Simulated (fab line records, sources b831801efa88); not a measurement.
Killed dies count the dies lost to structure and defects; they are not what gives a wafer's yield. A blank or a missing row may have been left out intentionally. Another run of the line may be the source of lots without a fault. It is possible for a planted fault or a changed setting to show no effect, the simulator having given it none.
Which tool did it? / flow gf180mcu / route of 602 steps, sampled at 1 step: 12 lots, 36 wafers

== WHAT THE GAUGES SHOWED, per wafer ==
GF_V2_THK_MEAS_03.
lot=L075; measured=day 19 15:41; on=film_metro-04; V2_CVD_02_THK (nm)=847 838 842
lot=L077; measured=day 20 09:16; on=film_metro-03; V2_CVD_02_THK (nm)=845 848 861
lot=L079; measured=day 21 12:38; on=film_metro-02; V2_CVD_02_THK (nm)=849 842 859
lot=L081; measured=day 22 09:16; on=film_metro-03; V2_CVD_02_THK (nm)=861 858 858
lot=L083; measured=day 22 19:30; on=film_metro-04; V2_CVD_02_THK (nm)=842 857 843
lot=L085; measured=day 23 15:25; on=film_metro-03; V2_CVD_02_THK (nm)=860 872 863
lot=L087; measured=day 24 04:05; on=film_metro-02; V2_CVD_02_THK (nm)=831 843 859
lot=L089; measured=day 25 05:22; on=film_metro-03; V2_CVD_02_THK (nm)=848 862 863
lot=L091; measured=day 25 12:15; on=film_metro-04; V2_CVD_02_THK (nm)=853 850 840
lot=L093; measured=day 26 02:55; on=film_metro-03; V2_CVD_02_THK (nm)=859 869 866
lot=L095; measured=day 26 13:28; on=film_metro-03; V2_CVD_02_THK (nm)=832 830 841
lot=L097; measured=day 27 01:40; on=film_metro-03; V2_CVD_02_THK (nm)=834 841 851

== WHICH TOOL RAN EACH LOT (tool, then ch and the chambers of the sampled wafers, then the start) ==
No process step before these readings appears in the record.

== THE ANSWER, worked out from the rows above alone ==
Rule: usual is defined by the lots themselves. Put in order of their means at a reading, lots are off if they are a third of the lots or fewer, leave a main group of 4 or more, and stand apart from it by a gap of 3 or more times the standard deviation of the main group's means; of several such gaps the widest counts. The tables above print the reading to a certain number of digits; a main group whose means all agree to those digits is not used. A lot without any number at a reading at which 4 lots or more have one is off too. All remaining lots with rows at the step are treated as sound.
Nothing can be told from this: no lot is off at any reading shown.

== WHAT THE SIMULATOR HAD PUT IN ==
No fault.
